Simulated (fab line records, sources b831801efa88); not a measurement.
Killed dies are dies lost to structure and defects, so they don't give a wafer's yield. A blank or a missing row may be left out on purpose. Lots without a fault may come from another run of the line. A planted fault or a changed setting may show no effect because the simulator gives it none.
Tool commonality check | flow sky130 | 13 lots, 45 wafers sampled

WHY IT WAS OPENED
At SKY_GATE_OXIDE_TW_MEAS_14 the reading GATE_OXIDE_TW is flagged on 2 of 13 lots. Wafers without a fault read 225.1, standard deviation 1.8.
Rule: a lot is flagged when every wafer of it that has a number lies more than 4 standard deviations from that mean, or none has a number. The other lots count as sound.

lot  | measured     | on            | GATE_OXIDE_TW, wafer by wafer       | flag
L131 | day 13 16:40 | film_metro-03 | 220.4 220.5 220.3                   |
L132 | day 13 22:38 | film_metro-04 | 225.9 226.3 226.7                   |
L133 | day 14 10:23 | film_metro-02 | 224.3 223.6 223.8                   |
L134 | day 14 19:37 | film_metro-04 | 227.3 226.9 227.8                   |
L135 | day 15 01:15 | film_metro-04 | 226.8 225.6 226.9                   |
L136 | day 15 11:44 | film_metro-04 | 277.1 276.5 277.6 276.5 275.9 277.4 | FLAGGED
L140 | day 17 00:42 | film_metro-02 | 274.7 275.4 274.1 275.1 273.3 275.6 | FLAGGED
L146 | day 19 10:02 | film_metro-04 | 227.0 226.4 225.6                   |
L147 | day 19 17:15 | film_metro-03 | 223.7 223.5 221.6                   |
L148 | day 19 20:32 | film_metro-03 | 223.6 223.6 223.6                   |
L150 | day 21 00:53 | film_metro-03 | 225.6 224.2 225.2                   |
L151 | day 21 07:38 | film_metro-02 | 225.2 223.7 225.8                   |
L153 | day 22 01:06 | film_metro-02 | 224.9 223.0 223.9                   |
The numbers of the flagged lots are 275.8 on average: +50.7 against the usual, or +28 standard deviations.

WHICH TOOL RAN EACH LOT
The record holds 1 process step before the reading, out of a route of 708 steps. In each cell: the tool, then ch and the chambers that the sampled wafers went through, then the start.
lot  | flag    | SKY_GATE_OXIDE_IMPLANT_11
L131 |         | implanter-02 ch 0, day 13 16:20
L132 |         | implanter-02 ch 0, day 13 22:18
L133 |         | implanter-01 ch 0, day 14 10:02
L134 |         | implanter-03 ch 0, day 14 19:16
L135 |         | implanter-03 ch 0, day 15 00:55
L136 | FLAGGED | implanter-02 ch 0, day 15 10:49
L140 | FLAGGED | implanter-01 ch 0, day 16 23:56
L146 |         | implanter-02 ch 0, day 19 09:42
L147 |         | implanter-02 ch 0, day 19 16:54
L148 |         | implanter-01 ch 0, day 19 20:12
L150 |         | implanter-02 ch 0, day 21 00:32
L151 |         | implanter-03 ch 0, day 21 07:19
L153 |         | implanter-01 ch 0, day 22 00:47
What these steps do:
- SKY_GATE_OXIDE_IMPLANT_11
- SKY_GATE_OXIDE_TW_MEAS_14

FLAGGED OVER TOTAL, TOOL BY TOOL (the gauges that took the reading come last)
step                      | tool          | lots run | flagged | share of the flagged lots | sound lots run after its first flagged lot
SKY_GATE_OXIDE_IMPLANT_11 | implanter-01  | 4        | 1       | some                      | 2 (L148,L153)
SKY_GATE_OXIDE_IMPLANT_11 | implanter-02  | 6        | 1       | some                      | 3 (L146,L147,L150)
SKY_GATE_OXIDE_IMPLANT_11 | implanter-03  | 3        | 0       | none                      | -
SKY_GATE_OXIDE_TW_MEAS_14 | film_metro-02 | 4        | 1       | some                      | 2 (L151,L153)
SKY_GATE_OXIDE_TW_MEAS_14 | film_metro-03 | 4        | 0       | none                      | -
SKY_GATE_OXIDE_TW_MEAS_14 | film_metro-04 | 5        | 1       | some                      | 1 (L146)

WHAT THE TABLE ALLOWS
No row of the table ran every flagged lot.

WHAT THE SIMULATOR HAD PUT IN
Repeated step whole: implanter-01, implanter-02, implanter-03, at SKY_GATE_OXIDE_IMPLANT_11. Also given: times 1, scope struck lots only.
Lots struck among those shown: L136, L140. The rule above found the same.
